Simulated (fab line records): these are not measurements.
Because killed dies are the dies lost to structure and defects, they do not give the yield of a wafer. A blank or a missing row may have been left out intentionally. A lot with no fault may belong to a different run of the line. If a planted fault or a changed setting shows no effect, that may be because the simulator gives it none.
fab line records + flow sfq-line
[record]
- lots = 14
- wafers = 42
- last-day = 82
route steps=325 shown I0@54
lots with no fault: from the same line, run without faults
start-h: the number of hours between the record's first day and the start of the first shown wafer of the lot + wait-h: hours elapsed since this lot's preceding step + " unchanged from the row above + L1.1+2: several wafers, shown together as one row + - no value, or no start was given + * or withheld: withheld + < > ~ a bound
route shown NAME@n: a module of which the file shows steps, and the number in the route of the first + usual: average and standard deviation across the fault-free wafers + same: alike in all rows + chamber/n: place in a boat + sites: each site's reading + _std_site: the values' standard deviation + _edge_site: the outer-site mean with the inner-site mean subtracted + radius-mm: for every site, how far away it sits from the centre of the wafer + mask NAME#n: copy n + behind: tool/chamber where the wafer was last shaped + hold: reason for holding the lot/hours on hold/outcome of the hold + device: which transistor (n, p or np) failed to switch + end of line: the tests these same wafers got at the end of their route + for a step that has no rows: nothing shown but its recipe + killed: the dies lost at the first sort to structure and to defects; this is not the yield of the wafer + map: per-die view of a wafer (x killed, . not killed, _ where there is no die)
set.NAME: the run value of the setting; set.NAME@STEP: its run value at that earlier step + model.NAME: the simulator's own value behind a step, which no gauge read
the route's steps for a sample of lots (tables are steps, rows are wafers)
services: when a tool's chamber went out of use (start-h, in hours from the record's first day, below 0 if earlier), for how many hours, and the reason
[[steps]]
[step SFQ_TRILAYER_I0_VIA_BARC_OPEN_VIA_ETCH_046]
[recipe]
- mask-material = PR
- chemistry = O2
- target-depth-nm = 125
- target = BARC
- source-w = 500
- bias-w = 80
- pressure-mtorr = 30
- time-s = 41.7
[usual]
- bias-w = 80.03/0.25
- drypump-motor-current-A = 5.7/0.57
- oes-product-au = 0.685/0.0042
| lot.wafer | tool        | chamber | start-h | wait-h | bias-w | drypump-motor-current-A | oes-product-au | rf-hours-counter-h |
|-----------|-------------|---------|---------|--------|--------|-------------------------|----------------|--------------------|
| L103.1    | rie-diel-02 | 0       | 243.61  | 0.0    | 80.04  | 6.3                     | 0.691          | 106                |
| L103.2    | "           | 1       | "       | "      | 79.68  | 4.8                     | 0.687          | 95                 |
| L103.3    | "           | 2       | "       | "      | 79.62  | 5.6                     | 0.679          | 1                  |
| L104.2    | rie-diel-02 | 1       | 247.21  | 0.0    | 79.85  | 4.8                     | 0.685          | 95                 |
| L104.4    | "           | 0       | "       | "      | 79.93  | 6.4                     | 0.684          | -                  |
| L104.6    | "           | 1       | "       | "      | 79.85  | 4.8                     | 0.683          | -                  |
| L105.3    | rie-diel-04 | 2       | 253.21  | 0.0    | 80.32  | 5.6                     | 0.688          | 114                |
| L105.4    | "           | 3       | "       | "      | 79.91  | 6.2                     | 0.679          | 70                 |
| L105.6    | "           | 1       | "       | "      | 79.96  | 6.3                     | 0.688          | -                  |
| L107.4    | rie-diel-02 | 3       | 270.01  | 0.0    | 80.30  | 5.8                     | 0.687          | 0                  |
| L107.5    | "           | 2       | "       | "      | 79.78  | 5.6                     | 0.678          | -                  |
| L107.6    | "           | 3       | "       | "      | 79.77  | 5.8                     | 0.680          | -                  |
| L108.3    | rie-diel-04 | 3       | 273.61  | 0.0    | 80.13  | 6.3                     | 0.686          | 71                 |
| L108.4    | "           | 2       | "       | "      | 80.07  | 5.7                     | 0.678          | 115                |
| L108.6    | "           | 3       | "       | "      | 80.40  | 6.2                     | 0.689          | -                  |
| L112.1    | rie-diel-01 | 0       | 294.78  | 0.0    | 80.06  | 5.7                     | 0.684          | 7                  |
| L112.3    | "           | 1       | "       | "      | 79.95  | 4.7                     | 0.690          | 9                  |
| L112.6    | "           | 1       | "       | "      | 80.24  | 4.7                     | 0.686          | -                  |
| L113.2    | rie-diel-02 | 1       | 331.98  | 0.0    | 80.08  | 4.8                     | 0.685          | 96                 |
| L113.5    | "           | 2       | "       | "      | 79.99  | 5.6                     | 0.691          | -                  |
| L113.6    | "           | 1       | "       | "      | 80.08  | 4.8                     | 0.684          | -                  |
| L114.1    | rie-diel-02 | 2       | 340.38  | 0.0    | 75.42  | 5.6                     | 0.688          | 3                  |
| L114.3    | "           | 0       | "       | "      | 75.23  | 6.4                     | 0.684          | 108                |
| L114.4    | "           | 1       | "       | "      | 75.24  | 4.8                     | 0.692          | 96                 |
| L115.3    | rie-diel-02 | 0       | 351.18  | 0.0    | 75.04  | 6.4                     | 0.686          | 108                |
| L115.4    | "           | 2       | "       | "      | 75.53  | 5.6                     | 0.687          | 4                  |
| L115.5    | "           | 2       | "       | "      | 75.72  | 5.6                     | 0.684          | -                  |
| L117.2    | rie-diel-04 | 3       | 364.28  | 0.0    | 79.90  | 6.3                     | 0.686          | 72                 |
| L117.5    | "           | 3       | "       | "      | 80.12  | 6.2                     | 0.686          | -                  |
| L117.6    | "           | 0       | "       | "      | 80.17  | 5.5                     | 0.686          | -                  |
| L119.3    | rie-diel-04 | 1       | 411.40  | 0.0    | 79.99  | 6.3                     | 0.686          | 12                 |
| L119.5    | "           | 0       | "       | "      | 79.90  | 5.5                     | 0.695          | -                  |
| L119.6    | "           | 3       | "       | "      | 79.84  | 6.2                     | 0.685          | -                  |
| L122.1    | rie-diel-02 | 3       | 430.61  | 0.0    | 80.08  | 5.8                     | 0.680          | 2                  |
| L122.3    | "           | 0       | "       | "      | 80.18  | 6.4                     | 0.685          | 109                |
| L122.5    | "           | 0       | "       | "      | 79.95  | 6.4                     | 0.690          | -                  |
| L123.1    | rie-diel-01 | 1       | 443.80  | 0.0    | 79.98  | 4.7                     | 0.687          | 12                 |
| L123.2    | "           | 3       | "       | "      | 80.02  | 6.5                     | 0.686          | 48                 |
| L123.5    | "           | 2       | "       | "      | 80.55  | 5.6                     | 0.686          | -                  |
| L124.2    | rie-diel-02 | 0       | 446.20  | 0.0    | 80.33  | 6.4                     | 0.679          | 109                |
| L124.4    | "           | 2       | "       | "      | 80.02  | 5.6                     | 0.690          | 5                  |
| L124.6    | "           | 0       | "       | "      | 80.18  | 6.4                     | 0.685          | -                  |
[[services]]
| tool        | chamber | start-h | hours | kind           |
|-------------|---------|---------|-------|----------------|
| rie-diel-02 | 3       | 237.89  | -     | clean          |
| rie-diel-02 | 3       | 237.89  | 22.3  | scheduled-down |
| rie-diel-02 | 3       | 237.89  | 22.3  | vent-cycle     |
| rie-diel-02 | -       | 245.14  | 1.8   | repair         |
| rie-diel-01 | -       | 252.29  | 2.8   | pm             |
| rie-diel-01 | -       | 255.81  | 0.9   | repair         |
| rie-diel-01 | 0       | 274.87  | 6.7   | repair         |
| rie-diel-01 | 2       | 284.02  | -     | clean          |
| rie-diel-01 | 2       | 284.02  | 25.4  | scheduled-down |
| rie-diel-01 | 2       | 284.02  | 25.4  | vent-cycle     |
| rie-diel-04 | 2       | 298.38  | 15.2  | repair         |
| rie-diel-02 | 1       | 309.45  | 7.7   | repair         |
| rie-diel-02 | 3       | 324.37  | 6.3   | repair         |
| rie-diel-01 | 3       | 326.13  | 2.2   | repair         |
| rie-diel-02 | -       | 353.20  | 1.9   | repair         |
| rie-diel-04 | 2       | 358.93  | 8.1   | repair         |
| rie-diel-01 | 2       | 363.86  | 3.0   | repair         |
| rie-diel-01 | -       | 374.61  | 8.7   | repair         |
| rie-diel-04 | 2       | 398.03  | -     | clean          |
| rie-diel-04 | 2       | 398.03  | 18.8  | scheduled-down |
| rie-diel-04 | 2       | 398.03  | 18.8  | vent-cycle     |
| rie-diel-01 | 2       | 412.47  | 5.0   | repair         |
| rie-diel-02 | 0       | 416.20  | 3.7   | repair         |
| rie-diel-02 | 3       | 423.94  | 5.3   | repair         |
[[key]]
[first-sign]
- step = SFQ_TRILAYER_I0_VIA_BARC_OPEN_VIA_ETCH_046
- reading = bias-w
- direction = down
- sigmas = 19
- usual = 80.03
- struck = 75.37
effect none on later readings
met-at SFQ_TRILAYER_I0_VIA_BARC_OPEN_VIA_ETCH_046
struck-lots L114,L115
onset-between 331.98 340.38
[fault]
- kind = process-parameter-drift
- tool = rie-diel-02
- chamber = -
- onset-h = 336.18
- steps = SFQ_TRILAYER_I0_VIA_BARC_OPEN_VIA_ETCH_046
- channel = bias-w
- offset = -4.7022
- shape = step
- end-h = 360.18
- acts-in = these-recipes-only
- stated = 80
